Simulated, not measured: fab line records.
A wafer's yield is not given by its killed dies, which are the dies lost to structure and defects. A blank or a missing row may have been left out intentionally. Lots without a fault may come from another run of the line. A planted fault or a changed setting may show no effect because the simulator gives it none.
The tool behind it: which one? | flow sky130 | 24 lots with 72 wafers sampled at 5 steps, on a route of 708 steps

== WHAT THE GAUGES READ, wafer by wafer ==
SKY_CAP2M_OVL_MEAS_12. Usual: CAP2M_OVL gives 0.8 nm (standard deviation 1.4).
lot  | measured     | on         | CAP2M_OVL (nm) | flag
L074 | day 40 19:04 | overlay-01 | -1.2 -2.3 -0.1 |
L075 | day 41 14:29 | overlay-02 | 2.7 1.7 1.1    |
L076 | day 41 19:19 | overlay-02 | 2.1 1.3 1.3    |
L077 | day 41 22:41 | overlay-01 | 2.1 2.4 0.4    |
L078 | day 42 05:16 | overlay-01 | -0.1 -0.1 -1.2 |
L079 | day 42 14:37 | overlay-02 | 2.4 0.5 1.2    |
L080 | day 42 15:31 | overlay-02 | 1.2 1.2 3.8    |
L081 | day 43 02:04 | overlay-02 | 3.3 2.2 2.0    |
L082 | day 43 12:25 | overlay-02 | -1.0 -0.8 -0.4 |
L083 | day 43 14:55 | overlay-01 | 0.0 0.5 1.1    |
L084 | day 43 23:40 | overlay-01 | -1.2 2.0 -0.6  |
L085 | day 44 04:01 | overlay-01 | 0.0 0.8 1.0    |
L086 | day 44 10:01 | overlay-02 | -0.6 -1.0 -0.8 |
L087 | day 44 16:28 | overlay-01 | 1.2 2.5 1.2    |
L088 | day 45 00:28 | overlay-01 | 0.9 2.9 1.6    |
L089 | day 45 08:38 | overlay-02 | -0.6 0.6 0.2   |
L090 | day 45 12:16 | overlay-01 | 0.6 1.4 0.4    |
L091 | day 45 17:05 | overlay-02 | 3.0 0.6 2.9    |
L092 | day 45 22:46 | overlay-01 | -1.0 0.6 -1.0  |
L093 | day 46 00:10 | overlay-02 | 1.1 0.7 1.0    |
L094 | day 46 06:10 | overlay-01 | 3.3 4.5 3.0    |
L095 | day 46 11:34 | overlay-01 | 0.7 1.3 2.2    |
L096 | day 46 15:59 | overlay-01 | 0.1 0.6 -0.3   |
L097 | day 46 23:47 | overlay-01 | 0.8 0.6 -0.1   |

== WHICH TOOL RAN EACH LOT (tool, then ch and the chambers of the sampled wafers, then the start) ==
lot  | SKY_LI_CONTACT_SPUTTER_20    | SKY_METAL1_SPUTTER_04        | SKY_VIA1_ETCH_15                   | SKY_METAL4_SPUTTER_04
L074 | pvd sputter-03, day 29 05:40 | pvd sputter-04, day 31 17:31 | rie diel-02 ch 0,1,2, day 34 02:04 | pvd sputter-03, day 39 16:56
L075 | pvd sputter-04, day 30 04:32 | pvd sputter-01, day 32 14:17 | rie diel-01 ch 0,2, day 34 21:04   | pvd sputter-04, day 40 13:32
L076 | pvd sputter-03, day 30 09:12 | pvd sputter-01, day 32 20:47 | rie diel-02 ch 0,1,3, day 35 03:04 | pvd sputter-02, day 40 18:57
L077 | pvd sputter-03, day 30 12:10 | pvd sputter-04, day 32 23:29 | rie diel-01 ch 0,1,2, day 35 06:38 | pvd sputter-03, day 40 22:12
L078 | pvd sputter-01, day 30 21:31 | pvd sputter-02, day 33 07:23 | rie diel-03 ch 0,2,3, day 35 14:07 | pvd sputter-02, day 41 05:08
L079 | pvd sputter-04, day 31 08:10 | pvd sputter-04, day 33 17:17 | rie diel-02 ch 0,1,3, day 35 23:25 | pvd sputter-04, day 41 15:19
L080 | pvd sputter-01, day 31 10:55 | pvd sputter-04, day 33 20:29 | rie diel-03 ch 0,1,3, day 36 02:28 | pvd sputter-03, day 41 15:48
L081 | pvd sputter-03, day 31 22:16 | pvd sputter-01, day 34 07:17 | rie diel-03 ch 0,1,3, day 36 13:58 | pvd sputter-02, day 42 03:14
L082 | pvd sputter-04, day 32 10:50 | pvd sputter-04, day 34 20:21 | rie diel-01 ch 1,3, day 37 02:10   | pvd sputter-04, day 42 13:41
L083 | pvd sputter-03, day 32 11:49 | pvd sputter-04, day 34 21:26 | rie diel-03 ch 0,1,2, day 37 02:31 | pvd sputter-02, day 42 15:25
L084 | pvd sputter-03, day 32 20:58 | pvd sputter-01, day 35 04:59 | rie diel-01 ch 0,2, day 37 10:43   | pvd sputter-03, day 43 00:36
L085 | pvd sputter-03, day 33 06:25 | pvd sputter-02, day 35 14:59 | rie diel-01 ch 0,1,3, day 37 19:22 | pvd sputter-04, day 43 06:01
L086 | pvd sputter-01, day 33 14:16 | pvd sputter-02, day 35 21:55 | rie diel-03 ch 2,3, day 38 01:19   | pvd sputter-03, day 43 11:55
L087 | pvd sputter-01, day 33 18:53 | pvd sputter-02, day 36 03:35 | rie diel-01 ch 1,2, day 38 07:49   | pvd sputter-04, day 43 17:54
L088 | pvd sputter-03, day 34 02:53 | pvd sputter-02, day 36 10:47 | rie diel-03 ch 1,2,3, day 38 15:07 | pvd sputter-02, day 44 01:41
L089 | pvd sputter-03, day 34 15:01 | pvd sputter-01, day 36 23:16 | rie diel-03 ch 0,1,2, day 39 02:52 | pvd sputter-04, day 44 10:31
L090 | pvd sputter-04, day 34 19:07 | pvd sputter-04, day 37 02:44 | rie diel-01 ch 0,2,3, day 39 06:13 | pvd sputter-04, day 44 14:13
L091 | pvd sputter-01, day 35 00:22 | pvd sputter-01, day 37 07:44 | rie diel-02 ch 0,3, day 39 11:49   | pvd sputter-04, day 44 19:19
L092 | pvd sputter-03, day 35 05:29 | pvd sputter-01, day 37 13:01 | rie diel-03 ch 1,2,3, day 39 16:55 | pvd sputter-02, day 45 01:02
L093 | pvd sputter-04, day 35 09:43 | pvd sputter-02, day 37 16:33 | rie diel-02 ch 1,3, day 39 19:34   | pvd sputter-03, day 45 02:50
L094 | pvd sputter-04, day 35 16:29 | pvd sputter-04, day 38 00:23 | rie diel-02 ch 0,1,2, day 40 04:07 | pvd sputter-04, day 45 09:23
L095 | pvd sputter-04, day 35 23:52 | pvd sputter-01, day 38 06:03 | rie diel-03 ch 0,1,2, day 40 09:34 | pvd sputter-04, day 45 15:10
L096 | pvd sputter-04, day 36 04:34 | pvd sputter-01, day 38 11:12 | rie diel-01 ch 0,1,3, day 40 16:07 | pvd sputter-03, day 45 19:02
L097 | pvd sputter-03, day 36 13:19 | pvd sputter-01, day 38 21:02 | rie diel-01 ch 0,1,3, day 41 01:58 | pvd sputter-04, day 46 02:47
- SKY_LI_CONTACT_SPUTTER_20: material TiN, target thk 20 nm, time 80 s.
- SKY_METAL1_SPUTTER_04: material TiN, target thk 70 nm, time 58.3 s.
- SKY_VIA1_ETCH_15: etches SiO2 in C4F8/O2/Ar, stops on TiN, target depth 351 nm, time 54 s.
- SKY_METAL4_SPUTTER_04: material TiN, target thk 70 nm, time 58.3 s.

== AS READ BY THE TOOLS THEMSELVES (means over the sampled wafers that have a number; for cases with no such wafer, the mark the record gives instead) ==
SKY_LI_CONTACT_SPUTTER_20. Usual: throttle valve pct reads 29.9 % (standard deviation 0.92).
lot  | tool           | throttle valve pct (%) | flag
L074 | pvd sputter-03 | 29.0                   |
L075 | pvd sputter-04 | 30.5                   |
L076 | pvd sputter-03 | 29.3                   |
L077 | pvd sputter-03 | 29.6                   |
L078 | pvd sputter-01 | 31.0                   |
L079 | pvd sputter-04 | 30.7                   |
L080 | pvd sputter-01 | 30.5                   |
L081 | pvd sputter-03 | 28.8                   |
L082 | pvd sputter-04 | 30.4                   |
L083 | pvd sputter-03 | 29.4                   |
L084 | pvd sputter-03 | 29.4                   |
L085 | pvd sputter-03 | 29.3                   |
L086 | pvd sputter-01 | 30.4                   |
L087 | pvd sputter-01 | 30.2                   |
L088 | pvd sputter-03 | 29.4                   |
L089 | pvd sputter-03 | 29.5                   |
L090 | pvd sputter-04 | 30.5                   |
L091 | pvd sputter-01 | 29.7                   |
L092 | pvd sputter-03 | 29.7                   |
L093 | pvd sputter-04 | 29.7                   |
L094 | pvd sputter-04 | 30.2                   |
L095 | pvd sputter-04 | 29.9                   |
L096 | pvd sputter-04 | 30.2                   |
L097 | pvd sputter-03 | 29.3                   |

SKY_METAL1_SPUTTER_04. Usual: throttle valve pct reads 30.3 % (standard deviation 1).
lot  | tool           | throttle valve pct (%) | flag
L074 | pvd sputter-04 | 30.3                   |
L075 | pvd sputter-01 | 30.8                   |
L076 | pvd sputter-01 | 30.6                   |
L077 | pvd sputter-04 | 30.5                   |
L078 | pvd sputter-02 | 29.1                   |
L079 | pvd sputter-04 | 31.3                   |
L080 | pvd sputter-04 | 30.2                   |
L081 | pvd sputter-01 | 29.8                   |
L082 | pvd sputter-04 | 30.5                   |
L083 | pvd sputter-04 | 30.8                   |
L084 | pvd sputter-01 | 30.6                   |
L085 | pvd sputter-02 | 29.7                   |
L086 | pvd sputter-02 | 29.7                   |
L087 | pvd sputter-02 | 30.4                   |
L088 | pvd sputter-02 | 29.9                   |
L089 | pvd sputter-01 | 30.9                   |
L090 | pvd sputter-04 | 30.9                   |
L091 | pvd sputter-01 | 30.8                   |
L092 | pvd sputter-01 | 29.9                   |
L093 | pvd sputter-02 | 29.7                   |
L094 | pvd sputter-04 | 29.9                   |
L095 | pvd sputter-01 | 30.2                   |
L096 | pvd sputter-01 | 31.1                   |
L097 | pvd sputter-01 | 31.1                   |

SKY_VIA1_ETCH_15. Usual: oes product au reads 0.974 a.u. (standard deviation 0.005).
lot  | tool        | oes product au (a.u.) | flag
L074 | rie diel-02 | 0.970                 |
L075 | rie diel-01 | 0.974                 |
L076 | rie diel-02 | 0.974                 |
L077 | rie diel-01 | 0.973                 |
L078 | rie diel-03 | 0.972                 |
L079 | rie diel-02 | 0.975                 |
L080 | rie diel-03 | 0.975                 |
L081 | rie diel-03 | 0.974                 |
L082 | rie diel-01 | 0.977                 |
L083 | rie diel-03 | 0.982                 |
L084 | rie diel-01 | 0.972                 |
L085 | rie diel-01 | 0.971                 |
L086 | rie diel-03 | 0.974                 |
L087 | rie diel-01 | 0.977                 |
L088 | rie diel-03 | 0.974                 |
L089 | rie diel-03 | 0.980                 |
L090 | rie diel-01 | 0.972                 |
L091 | rie diel-02 | 0.977                 |
L092 | rie diel-03 | 0.974                 |
L093 | rie diel-02 | 0.973                 |
L094 | rie diel-02 | 0.972                 |
L095 | rie diel-03 | 0.976                 |
L096 | rie diel-01 | 0.975                 |
L097 | rie diel-01 | 0.975                 |

SKY_METAL4_SPUTTER_04. Usual: throttle valve pct reads 29.9 % (standard deviation 0.91).
lot  | tool           | throttle valve pct (%) | flag
L074 | pvd sputter-03 | 29.2                   |
L075 | pvd sputter-04 | 29.7                   |
L076 | pvd sputter-02 | 29.9                   |
L077 | pvd sputter-03 | 28.8                   |
L078 | pvd sputter-02 | 29.7                   |
L079 | pvd sputter-04 | 30.6                   |
L080 | pvd sputter-03 | 29.1                   |
L081 | pvd sputter-02 | 29.9                   |
L082 | pvd sputter-04 | 30.0                   |
L083 | pvd sputter-02 | 29.8                   |
L084 | pvd sputter-03 | 29.7                   |
L085 | pvd sputter-04 | 30.7                   |
L086 | pvd sputter-03 | 29.2                   |
L087 | pvd sputter-04 | 30.4                   |
L088 | pvd sputter-02 | 29.8                   |
L089 | pvd sputter-04 | 30.1                   |
L090 | pvd sputter-04 | 30.7                   |
L091 | pvd sputter-04 | 30.0                   |
L092 | pvd sputter-02 | 29.2                   |
L093 | pvd sputter-03 | 29.3                   |
L094 | pvd sputter-04 | 29.9                   |
L095 | pvd sputter-04 | 30.6                   |
L096 | pvd sputter-03 | 29.6                   |
L097 | pvd sputter-04 | 29.5                   |

== THE ANSWER, worked out from the rows above alone ==
Rule: lot off if the mean of its wafers having a number is beyond 3 standard deviations from the usual mean. Also off: a lot with no number at a reading for which 4 or more lots have one. Any other lot the step has rows for is counted as sound. The gauges are gone through in route order, then the tools' own readings, and for those a lot's mean is taken as printed above. The first step at which some lot is off is used, and at that step the reading that is off furthest; a lot without a number counts as furthest.
None of the lots is off at any reading shown; this tells nothing.

== WHAT THE SIMULATOR PUT IN ==
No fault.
